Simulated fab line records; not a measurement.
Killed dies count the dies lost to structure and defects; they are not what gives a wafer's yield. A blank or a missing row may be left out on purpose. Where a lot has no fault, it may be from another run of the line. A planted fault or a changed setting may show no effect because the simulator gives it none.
Which tool was responsible? / flow sky130 / Sampling: 10 lots, 29 wafers, 5 of 708 route steps

WHAT THE GAUGES READ, wafer by wafer
SKY_CONTACT_THK_MEAS_26: measures by xrf. Usual: for CONTACT_W_THK the level is 346 nm and the standard deviation is 5.4.
lot=L984; measured=day 30 20:42; on=filmMetro-04; CONTACT_W_THK (nm)=337 340 343; flag=
lot=L990; measured=day 33 01:34; on=filmMetro-03; CONTACT_W_THK (nm)=340 337; flag=
lot=L992; measured=day 34 00:46; on=filmMetro-04; CONTACT_W_THK (nm)=335 344 342; flag=
lot=L996; measured=day 35 03:00; on=filmMetro-03; CONTACT_W_THK (nm)=353 346 347; flag=
lot=L998; measured=day 37 12:05; on=filmMetro-04; CONTACT_W_THK (nm)=343 343 341; flag=
lot=L100; measured=day 37 20:57; on=filmMetro-03; CONTACT_W_THK (nm)=347 342 346; flag=
lot=L101; measured=day 37 21:58; on=filmMetro-02; CONTACT_W_THK (nm)=347 351 353; flag=
lot=L103; measured=day 38 10:33; on=filmMetro-02; CONTACT_W_THK (nm)=354 351 352; flag=
lot=L105; measured=day 38 23:21; on=filmMetro-04; CONTACT_W_THK (nm)=340 339 339; flag=
lot=L106; measured=day 39 13:40; on=filmMetro-04; CONTACT_W_THK (nm)=343 345 343; flag=

SKY_METAL1_RS_MEAS_05: the measuring method here is four-point-probe. Usual: for METAL1_ALCU_RS the level is 0.1263 ohm/sq and the standard deviation is 0.0016.
lot=L984; measured=day 30 21:13; on=filmMetro-01; METAL1_ALCU_RS (ohm/sq)=0.1260 0.1259 0.1268; flag=
lot=L990; measured=day 33 02:06; on=filmMetro-04; METAL1_ALCU_RS (ohm/sq)=0.1265 0.1066 0.1262 0.1065; flag=OFF
lot=L992; measured=day 34 01:16; on=filmMetro-01; METAL1_ALCU_RS (ohm/sq)=0.1290 0.1274 0.1075 0.1290 0.1270 0.1074; flag=OFF
lot=L996; measured=day 35 03:30; on=filmMetro-04; METAL1_ALCU_RS (ohm/sq)=0.1254 0.1256 0.1241; flag=
lot=L998; measured=day 37 12:36; on=filmMetro-02; METAL1_ALCU_RS (ohm/sq)=0.1275 0.1290 0.1279; flag=
lot=L100; measured=day 37 21:27; on=filmMetro-04; METAL1_ALCU_RS (ohm/sq)=0.1267 0.1262 0.1266; flag=
lot=L101; measured=day 37 22:28; on=filmMetro-04; METAL1_ALCU_RS (ohm/sq)=0.1268 0.1262 0.1268; flag=
lot=L103; measured=day 38 11:03; on=filmMetro-02; METAL1_ALCU_RS (ohm/sq)=0.1258 0.1280 0.1276; flag=
lot=L105; measured=day 38 23:51; on=filmMetro-04; METAL1_ALCU_RS (ohm/sq)=0.1289 0.1271 0.1278; flag=
lot=L106; measured=day 39 14:11; on=filmMetro-02; METAL1_ALCU_RS (ohm/sq)=0.1273 0.1265 0.1277; flag=

SKY_METAL1_THK_MEAS_06: measures by xrf. Usual: for METAL1_ALCU_THK the level is 247 nm and the standard deviation is 3.9.
lot=L984; measured=day 30 21:19; on=filmMetro-01; METAL1_ALCU_THK (nm)=247 246 247; flag=
lot=L990; measured=day 33 03:26; on=filmMetro-04; METAL1_ALCU_THK (nm)=248 291 248 290; flag=OFF
lot=L992; measured=day 34 04:32; on=filmMetro-01; METAL1_ALCU_THK (nm)=241 245 285 240 243 288; flag=
lot=L996; measured=day 35 03:37; on=filmMetro-04; METAL1_ALCU_THK (nm)=249 251 253; flag=
lot=L998; measured=day 37 12:42; on=filmMetro-02; METAL1_ALCU_THK (nm)=243 239 240; flag=
lot=L100; measured=day 37 21:34; on=filmMetro-04; METAL1_ALCU_THK (nm)=246 248 246; flag=
lot=L101; measured=day 37 22:35; on=filmMetro-04; METAL1_ALCU_THK (nm)=246 247 245; flag=
lot=L103; measured=day 38 11:10; on=filmMetro-02; METAL1_ALCU_THK (nm)=246 243 243; flag=
lot=L105; measured=day 38 23:58; on=filmMetro-04; METAL1_ALCU_THK (nm)=243 248 243; flag=
lot=L106; measured=day 39 14:17; on=filmMetro-02; METAL1_ALCU_THK (nm)=245 246 243; flag=

TOOL THAT RAN EACH LOT (tool first, then ch and the chambers of the sampled wafers, then the start)
lot=L984; SKY_CONTACT_STRIP_19=plasmaAsher-02 ch 0,1, day 30 19:46; SKY_METAL1_SPUTTER_02=pvdSputter-02, day 30 21:06
lot=L990; SKY_CONTACT_STRIP_19=plasmaAsher-02 ch 0,1, day 33 00:38; SKY_METAL1_SPUTTER_02=pvdSputter-02, day 33 01:56
lot=L992; SKY_CONTACT_STRIP_19=plasmaAsher-02 ch 0,1, day 33 23:31; SKY_METAL1_SPUTTER_02=pvdSputter-02, day 34 01:10
lot=L996; SKY_CONTACT_STRIP_19=plasmaAsher-02 ch 0,1, day 35 02:07; SKY_METAL1_SPUTTER_02=pvdSputter-01, day 35 03:25
lot=L998; SKY_CONTACT_STRIP_19=plasmaAsher-03 ch 0,1, day 37 11:10; SKY_METAL1_SPUTTER_02=pvdSputter-04, day 37 12:28
lot=L100; SKY_CONTACT_STRIP_19=plasmaAsher-04 ch 0,1, day 37 19:58; SKY_METAL1_SPUTTER_02=pvdSputter-02, day 37 21:22
lot=L101; SKY_CONTACT_STRIP_19=plasmaAsher-03 ch 0,1, day 37 21:02; SKY_METAL1_SPUTTER_02=pvdSputter-04, day 37 22:23
lot=L103; SKY_CONTACT_STRIP_19=plasmaAsher-02 ch 0,1, day 38 09:40; SKY_METAL1_SPUTTER_02=pvdSputter-04, day 38 10:58
lot=L105; SKY_CONTACT_STRIP_19=plasmaAsher-02 ch 0,1, day 38 22:26; SKY_METAL1_SPUTTER_02=pvdSputter-02, day 38 23:46
lot=L106; SKY_CONTACT_STRIP_19=plasmaAsher-02 ch 0,1, day 39 12:46; SKY_METAL1_SPUTTER_02=pvdSputter-04, day 39 14:03
- SKY_CONTACT_STRIP_19: strips in O2/N2.
- SKY_METAL1_SPUTTER_02: material AlCu, target thk 250 nm, time 13.3 s.

AS READ BY THE TOOLS THEMSELVES (means over the sampled wafers that have a number; for cases with no such wafer, the mark the record gives instead)
SKY_CONTACT_STRIP_19. Usual: chamberPressureMTorr 1500.1 mTorr, standard deviation 1.4; drypumpMotorCurrentA 5.78 A, standard deviation 0.3; n2FlowSccm 299.9 sccm, standard deviation 0.89; oesProductAu 0.380 a.u., standard deviation 0.0047; stripTimeToEndpointS 3.625 s, standard deviation 0.028.
lot=L984; tool=plasmaAsher-02; chamberPressureMTorr (mTorr)=1499.3; drypumpMotorCurrentA (A)=6.05; n2FlowSccm (sccm)=299.4; oesProductAu (a.u.)=0.382; stripTimeToEndpointS (s)=3.687; flag=
lot=L990; tool=plasmaAsher-02; chamberPressureMTorr (mTorr)=1499.9; drypumpMotorCurrentA (A)=6.03; n2FlowSccm (sccm)=300.8; oesProductAu (a.u.)=0.379; stripTimeToEndpointS (s)=3.652; flag=
lot=L992; tool=plasmaAsher-02; chamberPressureMTorr (mTorr)=1499.9; drypumpMotorCurrentA (A)=6.04; n2FlowSccm (sccm)=299.7; oesProductAu (a.u.)=0.382; stripTimeToEndpointS (s)=3.623; flag=
lot=L996; tool=plasmaAsher-02; chamberPressureMTorr (mTorr)=1499.2; drypumpMotorCurrentA (A)=6.02; n2FlowSccm (sccm)=299.8; oesProductAu (a.u.)=0.378; stripTimeToEndpointS (s)=3.605; flag=
lot=L998; tool=plasmaAsher-03; chamberPressureMTorr (mTorr)=1499.5; drypumpMotorCurrentA (A)=5.44; n2FlowSccm (sccm)=299.0; oesProductAu (a.u.)=0.377; stripTimeToEndpointS (s)=3.619; flag=
lot=L100; tool=plasmaAsher-04; chamberPressureMTorr (mTorr)=1500.8; drypumpMotorCurrentA (A)=5.76; n2FlowSccm (sccm)=300.0; oesProductAu (a.u.)=0.385; stripTimeToEndpointS (s)=3.609; flag=
lot=L101; tool=plasmaAsher-03; chamberPressureMTorr (mTorr)=1501.2; drypumpMotorCurrentA (A)=5.43; n2FlowSccm (sccm)=299.4; oesProductAu (a.u.)=0.381; stripTimeToEndpointS (s)=3.612; flag=
lot=L103; tool=plasmaAsher-02; chamberPressureMTorr (mTorr)=1500.1; drypumpMotorCurrentA (A)=6.02; n2FlowSccm (sccm)=300.7; oesProductAu (a.u.)=0.381; stripTimeToEndpointS (s)=3.629; flag=
lot=L105; tool=plasmaAsher-02; chamberPressureMTorr (mTorr)=1499.1; drypumpMotorCurrentA (A)=6.05; n2FlowSccm (sccm)=300.6; oesProductAu (a.u.)=0.384; stripTimeToEndpointS (s)=3.604; flag=
lot=L106; tool=plasmaAsher-02; chamberPressureMTorr (mTorr)=1500.0; drypumpMotorCurrentA (A)=6.05; n2FlowSccm (sccm)=300.0; oesProductAu (a.u.)=0.379; stripTimeToEndpointS (s)=3.617; flag=

SKY_METAL1_SPUTTER_02. Usual: 30.0 % for throttleValvePct, sd 1.1.
lot=L984; tool=pvdSputter-02; throttleValvePct (%)=28.9; flag=
lot=L990; tool=pvdSputter-02; throttleValvePct (%)=29.5; flag=
lot=L992; tool=pvdSputter-02; throttleValvePct (%)=29.8; flag=
lot=L996; tool=pvdSputter-01; throttleValvePct (%)=30.4; flag=
lot=L998; tool=pvdSputter-04; throttleValvePct (%)=30.5; flag=
lot=L100; tool=pvdSputter-02; throttleValvePct (%)=29.9; flag=
lot=L101; tool=pvdSputter-04; throttleValvePct (%)=30.6; flag=
lot=L103; tool=pvdSputter-04; throttleValvePct (%)=30.4; flag=
lot=L105; tool=pvdSputter-02; throttleValvePct (%)=30.4; flag=
lot=L106; tool=pvdSputter-04; throttleValvePct (%)=29.3; flag=

THE ANSWER, worked out from the rows above alone
Rule: take the mean of a lot's wafers that have a number; if it is more than 3 standard deviations from the usual mean, the lot is off. A lot without any number at a reading at which 4 lots or more have one is off too. Any other lot the step has rows for is counted as sound. After the gauges, taken in route order, come the tools' own readings; for these a lot's mean is taken, as printed above. The first step at which some lot is off is used, and at that step the reading that is off furthest; a lot without a number counts as furthest.
Off: at SKY_METAL1_RS_MEAS_05 (METAL1_ALCU_RS), L990, L992.
A tool fits if, at a process step before that reading, it ran every lot that is off, and no sound lot after the first of them. Gauges at SKY_METAL1_RS_MEAS_05: tried the same way as those tools. Of those tried, none fits.

WHAT THE SIMULATOR HAD INSERTED
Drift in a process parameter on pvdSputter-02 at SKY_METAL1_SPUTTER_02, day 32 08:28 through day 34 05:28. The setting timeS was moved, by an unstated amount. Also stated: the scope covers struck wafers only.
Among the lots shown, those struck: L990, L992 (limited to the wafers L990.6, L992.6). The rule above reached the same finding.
